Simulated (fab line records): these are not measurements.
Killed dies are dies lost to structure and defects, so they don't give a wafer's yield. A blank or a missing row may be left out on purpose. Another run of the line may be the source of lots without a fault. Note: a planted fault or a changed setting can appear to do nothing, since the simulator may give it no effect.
Comparing a struck lot with a sound one | flow gf180mcu | 14 out of 602 route steps
Sound: wafers L998.2, L998.4, L998.5. Struck: wafers L110.2, L110.3, L110.5. Last of all comes the cause.
Per side, at each step with rows, come the tool, then ch with its chambers, and then its first start. Under that, the readings that differ: sound wafers | struck wafers | difference of the means | sigmas: that difference in standard deviations of wafers without a fault.
alike: same words and numbers on both sides, and readings whose means sit less than 2 such deviations apart. not compared: any withheld reading, any reading some wafer has no value for, any bound like >300 that may hide the same value, and any number with overlapping values for which the record gives no deviation.
A row with sigmas, a row that says differs or no value, or rows on one side alone: a step with any of these is where the two part. Numbers that don't overlap but have no deviation are shown without sigmas and don't part them. Lack of a reading on every wafer of one side parts them only where that side has two or more wafers.

first, 3 steps without rows for these wafers: GF_HV_LDD_EXPOSE_16 (exposes mask Pplus LV AREA, target cd 400 nm); GF_HV_LDD_PEB_17; GF_HV_LDD_DEVELOP_18 (develop time 60 s).
GF_HV_LDD_CD_MEAS_19: target cd 400 nm.
  sound on cd sem-02 at day 12 04:25; struck on cd sem-02 at day 16 03:16
  reading    | sound             | struck            | difference | sigmas
  cd nm (nm) | 396.2 397.3 397.2 | 403.3 403.7 402.7 | +6.3       | +2
GF_HV_LDD_OVL_MEAS_20:
  sound on overlay-01 at day 12 04:31; struck on overlay-01 at day 16 03:22
  alike: HV_LDD_01_OVL
next, for these wafers, 1 step has no rows: GF_HV_LDD_IMPLANT_21.
GF_HV_LDD_STRIP_22: strips in O2/N2.
  sound on plasma asher-04 ch 0,1, day 12 04:41; struck on plasma asher-01 ch 1, day 16 03:33
  reading            | sound       | struck      | difference | sigmas
  heater power w (W) | 270 266 336 | 379 382 374 | +88        | +2
  alike: drypump motor current A, oes product au, strip time to endpoint s
  not compared: rf hours counter h
GF_HV_LDD_TW_MEAS_23:
  sound on film metro-02 at day 12 04:48; struck on film metro-04 at day 16 03:40
  reading     | sound          | struck         | difference | sigmas
  HV_LDD_2_TW | 1059 1060 1062 | 1041 1049 1047 | -15        | -2
then, 4 steps without rows for these wafers: GF_HV_LDD_DEHYDRATE_24 (time 60 s); GF_HV_LDD_HMDS_25 (prime time 60 s); GF_HV_LDD_COAT_26 (resist thk 1000 nm); GF_HV_LDD_SOFTBAKE_27 (time 60 s).
GF_HV_LDD_EXPOSE_28: exposes mask Nplus HV AREA, target cd 400 nm.
  sound on iline stepper-02 ch 0, day 12 14:29; struck on iline stepper-02, day 16 15:13
  no value came back on the struck wafers for any of 5 readings (exposure dose mJ cm2, focus offset nm (nm) and others); on the sound wafers exposure dose mJ cm2 reads 139.86 139.89 140.09
  reading                        | sound                | struck                  | difference | sigmas
  model.HV_LDD.overlay x nm (nm) | -2.622 -2.622 -2.622 | -0.5921 -0.5921 -0.5921 | +2.0299    |
  model.HV_LDD.overlay y nm (nm) | 0.4686 0.4686 0.4686 | 1.177 1.177 1.177       | +0.708     |
  alike: mask
next, for these wafers, 1 step has no rows: GF_HV_LDD_PEB_29.

WHERE THEY PART
At GF_HV_LDD_CD_MEAS_19 first; at GF_HV_LDD_EXPOSE_28 last (within this record only).

WHY: whatever the simulator had introduced
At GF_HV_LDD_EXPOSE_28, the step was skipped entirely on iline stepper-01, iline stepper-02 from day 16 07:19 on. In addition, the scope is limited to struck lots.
